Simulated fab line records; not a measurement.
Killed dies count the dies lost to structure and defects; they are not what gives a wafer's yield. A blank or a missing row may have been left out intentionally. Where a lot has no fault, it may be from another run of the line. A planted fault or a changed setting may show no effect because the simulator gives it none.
fab line records ; flow gf180mcu
record: lots: 7; wafers: 21; lastDay: 34
route steps=602 shown CONTACT@288
lots that met no fault: taken from a fault-free run of the same line
startH: hours from the record's opening day to when the first of the lot's shown wafers began ; waitH: hours from the lot's prior step to this one ; " identical to the entry in the row above ; L1.1+2: a row that stands for several wafers ; - no value present, or no start provided ; * or withheld: withheld ; < > ~ a bound
route shown NAME@n: a module of which the file shows steps, and the number in the route of the first ; usual: mean and standard deviation over wafers with no fault ; same: alike in all rows ; chamber/n: place in a boat ; sites: per-site readings ; _std_site: the standard deviation of these ; _edge_site: the outer-site mean with the inner-site mean subtracted ; radiusMm: how far each site lies from the wafer's centre ; mask NAME#n: copy n ; behind: tool/chamber where the wafer was last shaped ; hold: reason for holding the lot/hours on hold/outcome of the hold ; device: names the non-switching transistor (n, p or np) ; end of line: the same wafers' tests at the end of the route ; a step with no rows: only its recipe ; killed: dies lost to structure and defects at the first sort, not the wafer's yield ; map: shows each die of a wafer: x if killed, . if not, _ if none is there
set.NAME: the setting as run; set.NAME@STEP: as run at that earlier step ; model.NAME: the simulator's own value behind a step, which no gauge read
lots seen at some steps along the route; tables by step, rows by wafer
services: the hour from which a tool's chamber was out of use, counted from the record's first day as startH (under 0 if before that day), plus the number of hours and why
== steps ==
step: GF_CONTACT_THK_MEAS_01
recipe: reads: SiO2_of_CONTACT_CVD_00
usual: CONTACT_CVD_00_THK: 299.8/2.8
lot.wafer;tool;chamber;startH;waitH;CONTACT_CVD_00_THK[nm]
L734.3;filmMetro-02;-;357.39;0.0;296.9
L734.5;filmMetro-02;-;357.39;0.0;298.4
L734.6;filmMetro-02;-;357.39;0.0;296.8
L743.1;filmMetro-04;-;440.04;0.0;305.2
L743.2;filmMetro-04;-;440.04;0.0;300.5
L743.6;filmMetro-04;-;440.04;0.0;302.1
L744.2;filmMetro-02;-;448.75;0.0;298.4
L744.4;filmMetro-02;-;448.75;0.0;304.2
L744.5;filmMetro-02;-;448.75;0.0;297.7
L745.3;filmMetro-02;-;459.83;0.1;302.0
L745.4;filmMetro-02;-;459.83;0.1;301.4
L745.5;filmMetro-02;-;459.83;0.1;297.0
L748.2;filmMetro-04;-;481.08;0.0;299.7
L748.3;filmMetro-04;-;481.08;0.0;296.3
L748.5;filmMetro-04;-;481.08;0.0;300.1
L750.1;filmMetro-01;-;500.39;0.0;306.2
L750.3;filmMetro-01;-;500.39;0.0;306.7
L750.5;filmMetro-01;-;500.39;0.0;301.6
L753.2;filmMetro-04;-;519.82;0.0;299.1
L753.3;filmMetro-04;-;519.82;0.0;299.6
L753.6;filmMetro-04;-;519.82;0.0;300.4
step: GF_CONTACT_CVD_02
recipe: material: SiO2; targetThkNm: 860; precursor: TEOS; tempC: 400; timeS: 95.992; rfW: 600
usual: heaterPowerW: 624/76
lot.wafer;tool;chamber;startH;waitH;heaterPowerW
L734.3;pecvd-01;0;357.43;0.0;578
L734.5;pecvd-01;1;357.43;0.0;482
L734.6;pecvd-01;0;357.43;0.0;602
L743.1;pecvd-04;1;440.10;0.1;747
L743.2;pecvd-04;2;440.10;0.1;671
L743.6;pecvd-04;0;440.10;0.1;745
L744.2;pecvd-04;1;448.80;0.0;586
L744.4;pecvd-04;0;448.80;0.0;749
L744.5;pecvd-04;1;448.80;0.0;663
L745.3;pecvd-01;2;459.87;0.0;528
L745.4;pecvd-01;2;459.87;0.0;562
L745.5;pecvd-01;0;459.87;0.0;614
L748.2;pecvd-04;2;481.13;0.0;656
L748.3;pecvd-04;1;481.13;0.0;735
L748.5;pecvd-04;0;481.13;0.0;599
L750.1;pecvd-01;0;500.45;0.1;589
L750.3;pecvd-01;1;500.45;0.1;611
L750.5;pecvd-01;2;500.45;0.1;565
L753.2;pecvd-04;1;519.87;0.0;706
L753.3;pecvd-04;0;519.87;0.0;739
L753.6;pecvd-04;2;519.87;0.0;671
step: GF_CONTACT_THK_MEAS_03
recipe: reads: SiO2_of_CONTACT_CVD_02
usual: CONTACT_CVD_02_THK: 859/9.9
lot.wafer;tool;chamber;startH;waitH;CONTACT_CVD_02_THK[nm]
L734.3;filmMetro-01;-;357.52;0.1;850
L734.5;filmMetro-01;-;357.52;0.1;850
L734.6;filmMetro-01;-;357.52;0.1;851
L743.1;filmMetro-01;-;440.17;0.0;850
L743.2;filmMetro-01;-;440.17;0.0;851
L743.6;filmMetro-01;-;440.17;0.0;859
L744.2;filmMetro-04;-;448.88;0.0;847
L744.4;filmMetro-04;-;448.88;0.0;873
L744.5;filmMetro-04;-;448.88;0.0;866
L745.3;filmMetro-04;-;459.96;0.1;857
L745.4;filmMetro-04;-;459.96;0.1;865
L745.5;filmMetro-04;-;459.96;0.1;870
L748.2;filmMetro-02;-;481.21;0.0;849
L748.3;filmMetro-02;-;481.21;0.0;848
L748.5;filmMetro-02;-;481.21;0.0;866
L750.1;filmMetro-04;-;500.52;0.0;855
L750.3;filmMetro-04;-;500.52;0.0;852
L750.5;filmMetro-04;-;500.52;0.0;865
L753.2;filmMetro-01;-;519.95;0.0;843
L753.3;filmMetro-01;-;519.95;0.0;852
L753.6;filmMetro-01;-;519.95;0.0;871
step: GF_CONTACT_CMP_04
recipe: material: SiO2; downForcePsi: 4; platenRpm: 60; padVelocityMS: 0.94248
usual: edgeZonePressureFrac: 1.000/0.0055; motorCurrentA: 11.7/1.6; timeToEndpointS: 108/5.3
lot.wafer;tool;chamber;startH;waitH;edgeZonePressureFrac;motorCurrentA;timeToEndpointS
L734.3;cmp-02;2;357.71;0.2;1.005;13.3;113
L734.6;cmp-02;3;357.71;0.2;1.008;10.3;113
L734.5;cmp-02;0;357.71;0.2;1.004;13.1;109
L743.2;cmp-01;0;440.33;0.1;0.989;13.7;105
L743.1;cmp-01;1;440.33;0.1;1.001;10.4;106
L743.6;cmp-01;3;440.33;0.1;1.001;11.4;110
L744.2;cmp-01;1;448.93;0.0;1.000;10.0;104
L744.4;cmp-01;2;448.93;0.0;0.997;10.5;114
L744.5;cmp-01;2;448.93;0.0;0.997;10.0;115
L745.3;cmp-02;2;460.05;0.1;0.991;14.2;102
L745.4;cmp-02;0;460.05;0.1;1.003;13.6;103
L745.5;cmp-02;2;460.05;0.1;0.988;12.6;109
L748.3;cmp-02;3;481.26;0.0;0.993;10.6;101
L748.2;cmp-02;0;481.26;0.0;0.999;13.9;102
L748.5;cmp-02;0;481.26;0.0;1.005;13.5;110
L750.1;cmp-02;1;500.58;0.1;1.001;12.2;101
L750.3;cmp-02;2;500.58;0.1;1.000;13.3;100
L750.5;cmp-02;1;500.58;0.1;1.003;11.6;102
L753.2;cmp-01;3;520.05;0.1;0.997;11.2;102
L753.3;cmp-01;0;520.05;0.1;0.999;13.4;105
L753.6;cmp-01;3;520.05;0.1;0.999;11.7;115
step: GF_CONTACT_BOW_MEAS_05
recipe: mode: bow
usual: CONTACT_BOW: 66/6.8
lot.wafer;tool;chamber;startH;waitH;CONTACT_BOW[um]
L734.3;filmMetro-04;-;357.90;0.1;72
L734.5;filmMetro-04;-;357.90;0.1;71
L734.6;filmMetro-04;-;357.90;0.1;67
L743.1;filmMetro-04;-;440.53;0.1;77
L743.2;filmMetro-04;-;440.53;0.1;70
L743.6;filmMetro-04;-;440.53;0.1;65
L744.2;filmMetro-01;-;449.25;0.3;61
L744.4;filmMetro-01;-;449.25;0.3;66
L744.5;filmMetro-01;-;449.25;0.3;53
L745.3;filmMetro-01;-;460.34;0.2;76
L745.4;filmMetro-01;-;460.34;0.2;67
L745.5;filmMetro-01;-;460.34;0.2;60
L748.2;filmMetro-01;-;481.58;0.2;65
L748.3;filmMetro-01;-;481.58;0.2;64
L748.5;filmMetro-01;-;481.58;0.2;66
L750.1;filmMetro-04;-;500.88;0.2;69
L750.3;filmMetro-04;-;500.88;0.2;63
L750.5;filmMetro-04;-;500.88;0.2;66
L753.2;filmMetro-02;-;520.32;0.2;61
L753.3;filmMetro-02;-;520.32;0.2;65
L753.6;filmMetro-02;-;520.32;0.2;62
step: GF_CONTACT_DEHYDRATE_06
recipe: tempC: 200; timeS: 60
step: GF_CONTACT_HMDS_07
recipe: primeTimeS: 60; primeTempC: 120
step: GF_CONTACT_COAT_08
recipe: resist: BARC; tempC: withheld; timeS: withheld; spinRpm: withheld; resistThkNm: withheld
step: GF_CONTACT_COAT_09
recipe: resist: KrF; spinRpm: withheld; resistThkNm: 1000
step: GF_CONTACT_SOFTBAKE_10
recipe: tempC: 130; timeS: 60; resist: KrF
step: GF_CONTACT_EXPOSE_11
recipe: maskId: Contact; targetCdNm: 220; na: 0.68; sourceShape: conventional; sigmaOuter: 0.6; doseMj: 38
step: GF_CONTACT_PEB_12
recipe: pebTempC: 135; pebTimeS: 90; resist: KrF
step: GF_CONTACT_DEVELOP_13
recipe: developTimeS: 60; resist: KrF; devTempC: 21
usual: chillPlateTempC: 23.00/0.1; developTimeS: 60/0
lot.wafer;tool;chamber;startH;waitH;chillPlateTempC;developTimeS;model.KrF_of_CONTACT_COAT_09.thkNm
L734.3;lithoTrack-01;0;379.58;0.1;23.12;60;982.9
L734.5;lithoTrack-01;0;379.58;0.1;23.21;60;980.9
L734.6;lithoTrack-01;0;379.58;0.1;23.20;60;983.4
L743.1;lithoTrack-04;-;464.69;0.2;-;-;1003
L743.2;lithoTrack-04;-;464.69;0.2;-;-;1004
L743.6;lithoTrack-04;-;464.69;0.2;-;-;1006
L744.2;lithoTrack-02;-;473.39;0.2;-;-;1004
L744.4;lithoTrack-02;-;473.39;0.2;-;-;1001
L744.5;lithoTrack-02;-;473.39;0.2;-;-;1004
L745.3;lithoTrack-02;-;484.87;0.1;-;-;999.2
L745.4;lithoTrack-02;-;484.87;0.1;-;-;1000
L745.5;lithoTrack-02;-;484.87;0.1;-;-;997.7
L748.2;lithoTrack-02;0;505.29;0.2;22.99;60;985.6
L748.3;lithoTrack-02;0;505.29;0.2;23.01;60;987.8
L748.5;lithoTrack-02;0;505.29;0.2;22.90;60;981.5
L750.1;lithoTrack-01;0;523.98;0.2;23.07;60;991.5
L750.3;lithoTrack-01;0;523.98;0.2;23.01;60;988.4
L750.5;lithoTrack-01;0;523.98;0.2;23.02;60;992.1
L753.2;lithoTrack-02;0;542.69;0.2;22.96;60;986.9
L753.3;lithoTrack-02;0;542.69;0.2;22.89;60;988.4
L753.6;lithoTrack-02;0;542.69;0.2;22.97;60;988.5
step: GF_CONTACT_CD_MEAS_14
recipe: targetCdNm: 220
usual: cdNm: 219.9/1.6
lot.wafer;tool;chamber;startH;waitH;cdNm
L734.3;cdSem-02;-;379.72;0.1;220.8
L734.5;cdSem-02;-;379.72;0.1;220.4
L734.6;cdSem-02;-;379.72;0.1;219.9
L743.1;cdSem-02;-;464.84;0.1;-
L743.2;cdSem-02;-;464.84;0.1;-
L743.6;cdSem-02;-;464.84;0.1;-
L744.2;cdSem-02;-;473.54;0.1;-
L744.4;cdSem-02;-;473.54;0.1;-
L744.5;cdSem-02;-;473.54;0.1;-
L745.3;cdSem-01;-;485.01;0.1;-
L745.4;cdSem-01;-;485.01;0.1;-
L745.5;cdSem-01;-;485.01;0.1;-
L748.2;cdSem-01;-;505.44;0.1;218.5
L748.3;cdSem-01;-;505.44;0.1;218.9
L748.5;cdSem-01;-;505.44;0.1;220.2
L750.1;cdSem-02;-;524.13;0.1;220.8
L750.3;cdSem-02;-;524.13;0.1;219.7
L750.5;cdSem-02;-;524.13;0.1;219.3
L753.2;cdSem-01;-;542.84;0.1;222.4
L753.3;cdSem-01;-;542.84;0.1;221.2
L753.6;cdSem-01;-;542.84;0.1;220.1
== services ==
tool;chamber;startH;hours;kind
cmp-01;-;339.48;10.2;pm
cmp-02;-;340.59;0.9;repair
cmp-02;-;341.15;11.3;repair
cmp-01;-;352.46;1.8;repair
cmp-01;-;356.93;3.4;pm
pecvd-01;1;369.75;19.7;repair
pecvd-04;-;377.29;0.5;repair
lithoTrack-01;-;380.23;-;consumableReplace:filter
pecvd-01;-;389.61;0.5;repair
cmp-02;-;396.48;4.8;pm
cmp-02;-;404.00;4.0;pm
cmp-02;-;408.00;-;consumableReplace:conditioner
cmp-02;-;408.00;-;consumableReplace:pad
cmp-01;-;412.04;4.2;repair
pecvd-01;1;419.70;6.5;repair
pecvd-01;-;441.70;14.6;pm
pecvd-01;0;468.29;10.9;repair
pecvd-04;2;484.63;21.3;repair
pecvd-04;0;495.62;18.4;repair
cmp-02;-;523.76;1.1;repair
cmp-02;-;526.91;6.9;pm
cmp-01;-;541.34;3.9;pm
== key ==
firstSign: step: GF_CONTACT_DEVELOP_13; reading: toolRecord; direction: missing
effect none on later readings
modelEffect: step: GF_CONTACT_DEVELOP_13; value: KrF_of_CONTACT_COAT_09.thkNm; without: 987.3; struck: 1002
metAt GF_CONTACT_DEVELOP_13
struckWafers L743.1,L743.2,L743.6,L744.2,L744.4,L744.5,L745.3,L745.4,L745.5
laterRowsLeftOut L743.1,L743.2,L743.6,L744.2,L744.4,L744.5,L745.3,L745.4,L745.5
sortLeftOut L743.1,L743.2,L743.6,L744.2,L744.4,L744.5,L745.3,L745.4,L745.5
testerLeftOut L743,L744,L745
fault: kind: skippedStepWhole; tool: lithoTrack-02,lithoTrack-04; chamber: -; onsetH: 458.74; steps: GF_CONTACT_DEVELOP_13; scope: struckLotsOnly
testerLeftOut: of these lots the tester's yield and bins aren't shown, on N5 and GAA mostly nor the transistor test; their killed dies are dies lost to structure and defects alone, not to doping, threshold or leakage, so they don't give the yield
sortLeftOut: the simulated sort isn't trusted on such a fault, so these wafers' sort isn't shown, and their yield isn't known
laterRowsLeftOut: the simulator's readings of these wafers behind a module that went badly wrong aren't trusted and aren't shown, but for the sort
